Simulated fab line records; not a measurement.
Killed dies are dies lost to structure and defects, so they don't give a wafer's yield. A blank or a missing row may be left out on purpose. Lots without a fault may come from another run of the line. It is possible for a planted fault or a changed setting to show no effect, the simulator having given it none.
Which of the tools did it?	flow gf180mcu	11 lots, 33 wafers sampled, at 6 steps of a route of 602

WHAT EACH GAUGE READ, for each wafer
GF_V5_CD_MEAS_14: the cd target is 260 nm.
lot	measured	on	cd-nm (nm)
L992	day 27 22:20	cd-sem-02	260.9 260.6 262.7
L994	day 28 11:08	cd-sem-02	258.8 261.0 259.1
L995	day 28 13:29	cd-sem-01	260.4 261.4 261.2
L998	day 29 22:26	cd-sem-01	258.7 259.2 259.0
L999	day 29 22:47	cd-sem-01	260.5 260.1 260.7
L102	day 31 01:53	cd-sem-01	259.5 260.2 259.4
L103	day 31 07:08	cd-sem-02	261.8 261.2 260.0
L104	day 31 16:17	cd-sem-01	258.3 259.9 258.7
L106	day 32 02:32	cd-sem-01	259.1 260.7 260.9
L112	day 33 08:22	cd-sem-02	260.7 262.0 261.8
L113	day 33 14:29	cd-sem-01	261.8 262.6 262.1

GF_V5_RS_MEAS_24: measures by four-point-probe.
lot	measured	on	V5_W_RS (ohm/sq)
L992	day 27 23:23	film-metro-04	0.328 0.335 0.333
L994	day 28 12:11	film-metro-04	0.331 0.328 0.332
L995	day 28 14:32	film-metro-01	0.330 0.333 0.330
L998	day 29 23:29	film-metro-04	0.319 0.325 0.328
L999	day 29 23:50	film-metro-04	0.325 0.330 0.334
L102	day 31 02:56	film-metro-04	43.365 43.560 43.756
L103	day 31 08:11	film-metro-04	43.248 43.347 43.303
L104	day 31 17:20	film-metro-04	45.102 43.983 44.363
L106	day 32 03:36	film-metro-01	0.330 0.331 0.326
L112	day 33 09:26	film-metro-03	0.329 0.333 0.328
L113	day 33 15:34	film-metro-01	0.331 0.329 0.332

GF_V5_THK_MEAS_25: measures by xrf.
lot	measured	on	V5_W_THK (nm)
L992	day 27 23:31	film-metro-04	347 338 343
L994	day 28 12:17	film-metro-04	345 345 343
L995	day 28 14:39	film-metro-01	338 332 336
L998	day 29 23:36	film-metro-04	356 353 348
L999	day 29 23:57	film-metro-04	351 347 343
L102	day 31 03:03	film-metro-04	<0 <0 <0
L103	day 31 08:17	film-metro-04	<0 - -
L104	day 31 17:27	film-metro-04	<0 <0 <0
L106	day 32 03:41	film-metro-01	338 336 342
L112	day 33 09:32	film-metro-03	342 342 346
L113	day 33 15:40	film-metro-01	335 341 338

GF_TOP_METAL_RS_MEAS_05: measures by four-point-probe.
lot	measured	on	TOP_METAL_ALCU_RS (ohm/sq)
L992	day 28 00:05	film-metro-04	0.0329 0.0326 0.0326
L994	day 28 12:53	film-metro-02	0.0325 0.0327 0.0325
L995	day 28 15:22	film-metro-04	0.0327 0.0325 0.0329
L998	day 30 00:11	film-metro-04	0.0320 0.0322 0.0323
L999	day 30 00:32	film-metro-04	0.0321 0.0319 0.0323
L106	day 32 04:35	film-metro-04	0.0326 0.0322 0.0325
L112	day 33 10:08	film-metro-01	0.0316 0.0320 0.0322
L113	day 33 16:16	film-metro-04	0.0317 0.0318 0.0317

WHAT TOOL EACH LOT RAN ON (gives the tool, then ch and the chambers of the sampled wafers, and finally the start)
lot	GF_V5_ETCH_16	GF_V5_CVD_23
L992	rie-diel-02 ch 1,2,3, day 27 22:29	cvd-w-01 ch 0,1, day 27 23:17
L994	rie-diel-02 ch 0,2,3, day 28 11:16	cvd-w-02 ch 0,1, day 28 12:05
L995	rie-diel-04 ch 0,2,3, day 28 13:38	cvd-w-02 ch 1, day 28 14:25
L998	rie-diel-02 ch 1,3, day 29 22:35	cvd-w-01 ch 0,1, day 29 23:22
L999	rie-diel-04 ch 0,1,2, day 29 22:56	cvd-w-02 ch 0,1, day 29 23:43
L102	rie-diel-03 ch 1,2,3, day 31 02:01	cvd-w-02 ch 0,1, day 31 02:49
L103	rie-diel-04 ch 0,2,3, day 31 07:14	cvd-w-02 ch 0,1, day 31 08:04
L104	rie-diel-03 ch 1,2,3, day 31 16:26	cvd-w-02 ch 1, day 31 17:13
L106	rie-diel-04 ch 0,3, day 32 02:38	cvd-w-02 ch 0,1, day 32 03:28
L112	rie-diel-02 ch 1,2, day 33 08:29	cvd-w-02 ch 0,1, day 33 09:19
L113	rie-diel-03 ch 0,2,3, day 33 14:35	cvd-w-01 ch 0,1, day 33 15:26
- GF_V5_ETCH_16: etches BARC in N2/H2.
- GF_V5_CVD_23: deposits W, target thk 350 nm, time 104.9 s.

WHAT THE TOOLS THEMSELVES READ (means of the sampled wafers that have a number; where no wafer has one, the mark that the record gives instead)
GF_V5_ETCH_16.
lot	tool	bias-w (W)	drypump-motor-current-A (A)	h2-flow-sccm (sccm)	oes-product-au (a.u.)	throttle-valve-pct (%)
L992	rie-diel-02	100.3	6.10	200.3	0.852	13.218
L994	rie-diel-02	99.9	5.97	200.7	0.854	13.221
L995	rie-diel-04	99.8	5.98	200.0	0.847	13.226
L998	rie-diel-02	99.8	5.88	200.6	0.857	13.226
L999	rie-diel-04	100.0	6.01	199.9	0.855	13.237
L102	rie-diel-03	100.3	5.96	200.5	0.858	13.227
L103	rie-diel-04	99.6	5.99	200.2	0.852	13.222
L104	rie-diel-03	100.1	5.96	199.3	0.858	13.223
L106	rie-diel-04	99.5	5.94	200.1	0.853	13.229
L112	rie-diel-02	99.8	6.22	199.8	0.855	13.238
L113	rie-diel-03	100.0	5.92	199.5	0.855	13.226

GF_V5_CVD_23.
lot	tool	chamber-pressure-Torr (Torr)	heater-power-outer-w (W)	heater-power-w (W)
L992	cvd-w-01	40.01	550	847
L994	cvd-w-02	39.88	513	826
L995	cvd-w-02	40.01	480	796
L998	cvd-w-01	40.04	557	858
L999	cvd-w-02	39.95	516	825
L102	cvd-w-02	-	-	-
L103	cvd-w-02	-	-	-
L104	cvd-w-02	-	-	-
L106	cvd-w-02	40.11	518	841
L112	cvd-w-02	40.04	544	846
L113	cvd-w-01	39.94	637	947

THE ANSWER, worked out from the rows above alone
Rule: the lots themselves supply what counts as usual. Put in order of their means at a reading, lots are off if they are a third of the lots or fewer, leave a main group of 4 or more, and stand apart from it by a gap of 3 or more times the standard deviation of the main group's means; of several such gaps the widest counts. A main group is skipped when, at the precision printed for the reading in the tables above, its means are all equal. A lot without any number at a reading at which 4 lots or more have one is off too. All remaining lots with rows at the step are treated as sound. After the gauges, taken in route order, come the tools' own readings; for these a lot's mean is taken, as printed above. At the first step where some lot is off, the reading lying furthest off is the one used; lots without a number count as furthest.
Off: L102, L103, L104, seen at GF_V5_RS_MEAS_24 (V5_W_RS). Main group: mean 0.330 ohm/sq, sd 0.0023.
If a tool, at a process step before that reading, ran all the lots that are off and no sound lot after the first of them, it fits. The gauges at GF_V5_RS_MEAS_24 aren't tried: what is off there is off at GF_V5_CVD_23 too, on other tools, and a gauge's error can't cause that. No candidate that was tried fits.

WHAT HAD BEEN PUT IN BY THE SIMULATOR
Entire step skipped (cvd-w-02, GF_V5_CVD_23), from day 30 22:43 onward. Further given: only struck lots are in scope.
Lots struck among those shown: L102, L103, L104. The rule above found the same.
